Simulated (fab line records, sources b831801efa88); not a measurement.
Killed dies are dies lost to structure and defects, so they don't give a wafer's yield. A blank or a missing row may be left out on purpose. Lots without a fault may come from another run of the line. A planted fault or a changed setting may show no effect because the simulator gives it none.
Problem report in the 8D (eight disciplines) form, filled by code | flow gf180mcu | the parts of the form that need people (team, actions taken, sign-off) are left out

1. THE PROBLEM
heater_power_total_W at GF_HV_LDD_SOFTBAKE_27 reads a mean of 58.62 W on 6 wafers of 2 lots; wafers without a fault read 56.60 W with a standard deviation of 0.05. That is +40 standard deviations from the usual mean.
The step: time 60 s.
First seen on wafer L540.1, day 13 09:48, on litho_track-02. The record holds 42 wafers of 14 lots with a number at this step. Rule for "out", or "out of limits": more than 4 standard deviations from the usual mean. The other wafers with a number count as sound.

2. WHAT IT IS AND WHAT IT IS NOT
question                    | is                                 | is not
which readings at this step | heater_power_total_W, plate_temp_C | resist_line_temp_C
which lots                  | L540, L543                         | L533, L534, L536, L544, L546, L547, L549, L551, L552, L553, L554, L555
which wafers of those lots  | all that have a number             | -
read on which tools         | litho_track-02                     | litho_track-01, litho_track-04
when                        | from day 13 09:48                  | up to then (9 sound wafers); but 27 sound wafers of L544, L546, L547, L549, L551, L552, L553, L554, L555 came after

3. SUSPECTS, AND WHAT RULES EACH OUT
Counting: a tool at a process step up to the reading stays a suspect if it ran every lot that is out and no sound lot after the first of them.
- litho_track-02 at GF_HV_LDD_SOFTBAKE_27 (time 60 s): ruled out as a lasting fault. Sound lots L554 ran on it after its first lot that is out, L540 (day 13 09:48).
Left after counting: nothing in the record.

4. THE CAUSE (what the simulator had put in)
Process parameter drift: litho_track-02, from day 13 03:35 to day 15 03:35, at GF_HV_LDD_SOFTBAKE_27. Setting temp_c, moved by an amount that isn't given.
Counting ruled it out, wrongly.

5. THE CHAIN OF EFFECTS, in route order
Each row: a reading whose mean over the struck wafers that have a number lies more than 3 standard deviations from the usual. Only readings for which the record gives a usual standard deviation are gone through. hours: the time from each lot's start at the first step in this table that gives one to its start at this step, as a median over the lots. sigmas: the change in usual standard deviations.
hours | step                  | reading              | usual   | on struck wafers | change | sigmas
0     | GF_HV_LDD_SOFTBAKE_27 | heater_power_total_W | 56.60 W | 58.62            | +2.02  | +40
0     | GF_HV_LDD_SOFTBAKE_27 | plate_temp_C         | 90.04 C | 92.30            | +2.26  | +21
The process steps in it:
- GF_HV_LDD_SOFTBAKE_27: time 60 s.

6. WHAT WOULD HAVE CAUGHT IT SOONER
In this record the first reading out of limits was taken at day 13 09:48, 6 hours after the fault began at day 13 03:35.
